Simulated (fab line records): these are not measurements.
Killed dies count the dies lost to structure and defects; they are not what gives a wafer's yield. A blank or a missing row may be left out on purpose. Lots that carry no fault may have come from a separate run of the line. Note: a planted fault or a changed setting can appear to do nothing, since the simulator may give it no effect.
Comparing a struck lot with a sound one	flow sky130	32 steps out of a route of 708
Sound: these wafers, L411.1, L411.2, L411.4. Wafers L426.1, L426.3, L426.4 were the ones struck. The cause is named last.
Per side, at each step with rows, come the tool, then ch with its chambers, and then its first start. Under that, the readings that differ: sound wafers	struck wafers	difference of the means	sigmas: that difference in standard deviations of wafers without a fault.
alike: words and numbers the same on both sides, and readings whose means are apart by under 2 such deviations; not compared: readings that were withheld, readings missing a value for some wafer, numbers with overlapping values and no deviation given by the record, and bounds like >300 which may hide the same value.
The two part at a step that has a row with sigmas, a row that says differs or no value, or rows on one side only. When numbers do not overlap yet have no deviation, they are printed without sigmas and do not part them. A reading that every wafer of one side lacks parts them only if that side has two wafers or more.

SKY_VIA1_ETCH_15: etches SiO2 in C4F8/O2/Ar, stops on TiN, target depth 351 nm, time 54 s.
  sound on rieDiel-02 ch 1,3, day 33 23:32; struck on rieDiel-02 ch 0,2,3, day 39 06:42
  alike: oesProductAu
  not compared: rfHoursCounterH
then, 4 steps without rows for these wafers: SKY_VIA1_STRIP_16 (strips in O2/N2); SKY_VIA1_STRIP_17 (strips in post etch residue remover, time 1200 s); SKY_VIA1_CLEAN_18 (cleans in IPA, time 180 s); SKY_VIA1_CLEAN_19 (cleans in O3/DIW).
SKY_VIA1_SPUTTER_20: material TiN, target thk 20 nm, time 80 s.
  sound on pvdSputter-02, day 34 00:10; struck on pvdSputter-02, day 39 07:20
  alike: throttleValvePct
then, 1 step without rows for these wafers: SKY_VIA1_CVD_21 (deposits W, target thk 270 nm, time 80.902 s).
SKY_VIA1_RS_MEAS_22: uses a four-point probe to measure.
  sound on filmMetro-04, day 34 00:19; struck on filmMetro-04, day 39 07:35
  alike: VIA1_W_RS
SKY_VIA1_THK_MEAS_23: measures by xrf.
  sound on filmMetro-04, day 34 00:26; struck on filmMetro-04, day 39 07:42
  alike: VIA1_W_THK
then, 3 steps without rows for these wafers: SKY_VIA1_CMP_24 (polishes, stops on SiO2, t overpolish 15 s, target thk 0 nm); SKY_METAL2_SPUTTER_00 (material Ti, target thk 15 nm, time 10 s); SKY_METAL2_SPUTTER_01 (material TiN, target thk 20 nm, time 16.7 s).
SKY_METAL2_SPUTTER_02: material AlCu, target thk 250 nm, time 13.3 s.
  sound on pvdSputter-04, day 34 00:51; struck on pvdSputter-04, day 39 08:07
reading	sound	struck	difference	sigmas
model.AlCu_of_METAL2_SPUTTER_02.thkNm (nm)	251.4 253.3 252.6	241.2 242 244.1	-10.0	
  alike: throttleValvePct
SKY_METAL2_SPUTTER_03: material Ti, target thk 5 nm, time 3.3 s.
  sound on pvdSputter-04, day 34 00:52; struck on pvdSputter-04, day 39 08:08
  alike: throttleValvePct
SKY_METAL2_SPUTTER_04: material TiN, target thk 70 nm, time 58.3 s.
  sound on pvdSputter-04, day 34 00:53; struck on pvdSputter-04, day 39 08:09
  alike: throttleValvePct
SKY_METAL2_RS_MEAS_05: uses a four-point probe to measure.
  sound on filmMetro-02, day 34 00:56; struck on filmMetro-02, day 39 08:12
reading	sound	struck	difference	sigmas
METAL2_ALCU_RS (ohm/sq)	0.1260 0.1249 0.1254	0.1314 0.1312 0.1298	+0.0054	+4
SKY_METAL2_THK_MEAS_06: measures by xrf.
  sound on filmMetro-02, day 34 01:04; struck on filmMetro-02, day 39 08:19
reading	sound	struck	difference	sigmas
METAL2_ALCU_THK (nm)	251.0 252.6 253.1	241.8 240.9 244.5	-9.8	-4
then, 8 steps without rows for these wafers: SKY_METAL2_DEHYDRATE_07 (time 60 s); SKY_METAL2_HMDS_08 (prime time 60 s); SKY_METAL2_COAT_09 (resist thk 60 nm); SKY_METAL2_COAT_10 (resist thk 450 nm); SKY_METAL2_SOFTBAKE_11 (time 90 s); SKY_METAL2_EXPOSE_12 (exposes mask MM2, target cd 140 nm); SKY_METAL2_PEB_13; SKY_METAL2_DEVELOP_14 (develop time 60 s).
SKY_METAL2_CD_MEAS_15: target cd 140 nm.
  sound on cdSem-01, day 35 03:23; struck on cdSem-01, day 40 08:30
  alike: cdNm
SKY_METAL2_OVL_MEAS_16:
  sound on overlay-01, day 35 03:30; struck on overlay-01, day 40 08:37
  alike: METAL2_OVL
SKY_METAL2_DESCUM_17: chemistry O2, time 8 s.
  sound on rieMetal-01 ch 0,1, day 35 03:32; struck on rieMetal-02 ch 0,1, day 40 08:39
  alike: drypumpMotorCurrentA, heBacksideLeakSccm, oesProductAu
  not compared: rfHoursCounterH
then, 1 step without rows for these wafers: SKY_METAL2_ETCH_18 (etches BARC in N2/H2, stops on SiO2, time 45.9 s, target depth 60 nm).
SKY_METAL2_METAL_ETCH_19: etches the open film in Cl2/BCl3, stops on SiO2, target depth 360 nm, time 78 s.
  sound on rieMetal-01 ch 0,1, day 35 03:38; struck on rieMetal-02 ch 0,1, day 40 08:45
reading	sound	struck	difference	sigmas
oesProductAu (a.u.)	0.857 0.868 0.850	0.841 0.850 0.846	-0.013	-2
model.METAL2.featureDepthNm (nm)	361.1 363.5 361.1	350.7 352.7 352.8	-9.8	
model.etch.depthNm (nm)	361.1 363.5 361.1	350.7 352.7 352.8	-9.8	
  alike: drypumpMotorCurrentA, heBacksideLeakSccm, throttleValvePct
  not compared: rfHoursCounterH
then, 1 step without rows for these wafers: SKY_METAL2_STRIP_20 (strips in O2/N2).
-- the record jumps here: 9 days lie between the struck wafers' starts before and after (it left off in module METAL2 and takes up again in module PAD_OPEN, whose first step shown is number 708 of the route) --
SKY_PAD_OPEN_PROBE_99:
  sound on prober-01, day 45 20:10; struck on prober-02, day 49 18:49
reading	sound	struck	difference	sigmas
model.etest.met2.rsOhmSq	0.1275 0.1272 0.1267	0.1328 0.1325 0.1304	+0.0048	
  alike: defectLimitedYield, killed_at_M0_to_M3, killed_at_M4_up, killedAtContacts, killedAtFrontEnd, killedAtOther, killedDies, killedOpen, killedShort, sort_bin_3_pad_short, sort_bin_5_function, sort_bin_6_memory, sortNPass, sortYieldPct

WHERE THEY PART
First at SKY_METAL2_RS_MEAS_05; last, within this record, at SKY_METAL2_METAL_ETCH_19. Later steps at which nothing parts them and some readings are alike: SKY_PAD_OPEN_PROBE_99.

WHY: what had been put in by the simulator
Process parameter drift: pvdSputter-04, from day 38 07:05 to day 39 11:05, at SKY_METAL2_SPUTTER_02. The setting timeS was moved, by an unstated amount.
